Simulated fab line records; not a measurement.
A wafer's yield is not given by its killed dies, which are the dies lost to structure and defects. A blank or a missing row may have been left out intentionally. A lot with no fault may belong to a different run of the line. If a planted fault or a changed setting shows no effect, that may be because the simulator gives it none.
A lot that was struck, set against a sound lot | flow sky130 | 42 out of 708 route steps
Sound: wafers L526.3, L526.5, L526.6. Struck: wafers L529.1, L529.4. (L529.3 of the same lot was not struck and is left out.) The cause comes at the end.
For every step that has rows: the tool of each side, followed by ch and its chambers, followed by its first start. Under that, the readings that differ: sound wafers | struck wafers | difference of the means | sigmas: that difference in standard deviations of wafers without a fault.
alike: a reading whose means differ by less than 2 such deviations, as well as words and numbers matching on both sides. not compared: withheld readings; readings where some wafer has no value; bounds like >300 that might hide an equal value; numbers whose values overlap and for which the record gives no deviation.
The two part at a step that has a row with sigmas, a row that says differs or no value, or rows on one side only. When numbers do not overlap yet have no deviation, they are printed without sigmas and do not part them. Lack of a reading on every wafer of one side parts them only where that side has two or more wafers.

SKY_NWELL_OVL_MEAS_10:
  sound on overlay-02, day 5 20:43; struck on overlay-01, day 6 12:19
  alike: NWELL_00_OVL
then, 3 steps without rows for these wafers: SKY_NWELL_IMPLANT_11; SKY_NWELL_IMPLANT_12; SKY_NWELL_IMPLANT_13.
SKY_NWELL_STRIP_14: strips in O2/N2.
  sound on plasma asher-04 ch 0,1, day 5 21:14; struck on plasma asher-04 ch 0,1, day 6 12:47
  alike: drypump motor current A, oes product au, strip time to endpoint s
  not compared: rf hours counter h
SKY_NWELL_TW_MEAS_15:
  sound on film metro-03, day 5 21:19; struck on film metro-04, day 6 12:53
  reading  | sound          | struck    | difference | sigmas
  NWELL_TW | 1786 1790 1801 | 1834 1850 | +50        | +3
then, 6 steps without rows for these wafers: SKY_NWELL_DEHYDRATE_16 (time 60 s); SKY_NWELL_HMDS_17 (prime time 60 s); SKY_NWELL_COAT_18 (resist thk 3000 nm); SKY_NWELL_SOFTBAKE_19; SKY_NWELL_EXPOSE_20 (exposes mask NWM COMPLEMENT, target cd 840 nm); SKY_NWELL_PEB_21.
SKY_NWELL_DEVELOP_22: develop time 60 s.
  sound on litho track-01 ch 0, day 6 15:00; struck on litho track-01 ch 0, day 7 07:00
  alike: chill plate temp C
SKY_NWELL_OVL_MEAS_23:
  sound on overlay-01, day 6 15:46; struck on overlay-02, day 7 08:04
  alike: NWELL_01_OVL
following that, these wafers have no rows for 1 step: SKY_NWELL_IMPLANT_24.
SKY_NWELL_STRIP_25: strips in O2/N2.
  sound on plasma asher-01 ch 0,1, day 6 15:58; struck on plasma asher-03 ch 0,1, day 7 08:14
  alike: drypump motor current A, oes product au, strip time to endpoint s
  not compared: rf hours counter h
SKY_NWELL_TW_MEAS_26:
  sound on film metro-04, day 6 16:04; struck on film metro-02, day 7 08:20
  alike: NWELL_2_TW
then, 1 step without rows for these wafers: SKY_NWELL_CLEAN_27 (cleans in SC1/SC2, time 150 s).
SKY_NWELL_RTA_28: time 30 s.
  sound on rtp anneal-01 ch 0, day 6 16:11; struck on rtp anneal-01 ch 0, day 7 08:27
  alike: lamp power pct, ramp down c per s, wafer_temp_C_max
SKY_NWELL_RS_MEAS_29: measures by four-point-probe.
  sound on film metro-03, day 6 16:17; struck on film metro-04, day 7 08:33
  alike: NWELL_RS
SKY_NWELL_RS_MEAS_31: measures by four-point-probe.
  sound on film metro-03, day 6 16:32; struck on film metro-04, day 7 08:47
  alike: PWDE_RS
then, 7 steps without rows for these wafers: SKY_VT_ADJUST_HVTP_DEHYDRATE_00 (time 60 s); SKY_VT_ADJUST_HVTP_HMDS_01 (prime time 60 s); SKY_VT_ADJUST_HVTP_COAT_02 (resist thk 1140 nm); SKY_VT_ADJUST_HVTP_SOFTBAKE_03 (time 60 s); SKY_VT_ADJUST_HVTP_EXPOSE_04 (exposes mask HVTPM, target cd 380 nm); SKY_VT_ADJUST_HVTP_PEB_05; SKY_VT_ADJUST_HVTP_DEVELOP_06 (develop time 60 s).
SKY_VT_ADJUST_HVTP_CD_MEAS_07: the cd target is 380 nm.
  sound on cd sem-02, day 7 12:42; struck on cd sem-01, day 8 05:25
  alike: cd nm
SKY_VT_ADJUST_HVTP_OVL_MEAS_08:
  sound on overlay-02, day 7 12:48; struck on overlay-01, day 8 05:32
  alike: VT_ADJUST_HVTP_OVL
following that, these wafers have no rows for 1 step: SKY_VT_ADJUST_HVTP_IMPLANT_09.
SKY_VT_ADJUST_HVTP_STRIP_10: strips in O2/N2.
  sound on plasma asher-01 ch 0,1, day 7 13:00; struck on plasma asher-01 ch 0,1, day 8 05:43
  alike: drypump motor current A, oes product au, strip time to endpoint s
  not compared: rf hours counter h
SKY_VT_ADJUST_HVTP_TW_MEAS_11:
  sound on film metro-01, day 7 13:05; struck on film metro-03, day 8 05:49
  alike: VT_ADJUST_HVTP_TW
then, 7 steps without rows for these wafers: SKY_VT_ADJUST_LVTN_DEHYDRATE_00 (time 60 s); SKY_VT_ADJUST_LVTN_HMDS_01 (prime time 60 s); SKY_VT_ADJUST_LVTN_COAT_02 (resist thk 3000 nm); SKY_VT_ADJUST_LVTN_SOFTBAKE_03; SKY_VT_ADJUST_LVTN_EXPOSE_04 (exposes mask NWM COMPLEMENT LESS NATIVE, target cd 840 nm); SKY_VT_ADJUST_LVTN_PEB_05; SKY_VT_ADJUST_LVTN_DEVELOP_06 (develop time 60 s).
SKY_VT_ADJUST_LVTN_OVL_MEAS_07:
  sound on overlay-02, day 8 09:50; struck on overlay-01, day 9 02:05
  alike: VT_ADJUST_LVTN_OVL
-- here the record skips 39 days between the struck wafers' starts before and after, leaving off in module VT_ADJUST_LVTN and picking up in module PAD_OPEN (first step shown: number 708 of the route) --
SKY_PAD_OPEN_PROBE_99:
  sound on prober-02, day 47 05:01; struck on prober-02, day 48 00:10
  reading                                 | sound           | struck      | difference | sigmas
  killed at other                         | 0 0 0           | 3 0         | +2         | +2
  model.etest.res iso pwell.width nm (nm) | 2672 2660 2664  | 2607 2601   | -61        |
  model.etest.res nwell.width nm (nm)     | 833 829.4 828.3 | 857.2 861.5 | +29.1      |
  alike: killed_at_M0_to_M3, killed_at_M4_up, killed at contacts, killed at front end, killed dies, killed on rim, killed open, killed short

== WHERE THEY PART ==
Earliest at SKY_NWELL_TW_MEAS_15; latest, in this record, at SKY_PAD_OPEN_PROBE_99.

WHY: what the simulator had put in
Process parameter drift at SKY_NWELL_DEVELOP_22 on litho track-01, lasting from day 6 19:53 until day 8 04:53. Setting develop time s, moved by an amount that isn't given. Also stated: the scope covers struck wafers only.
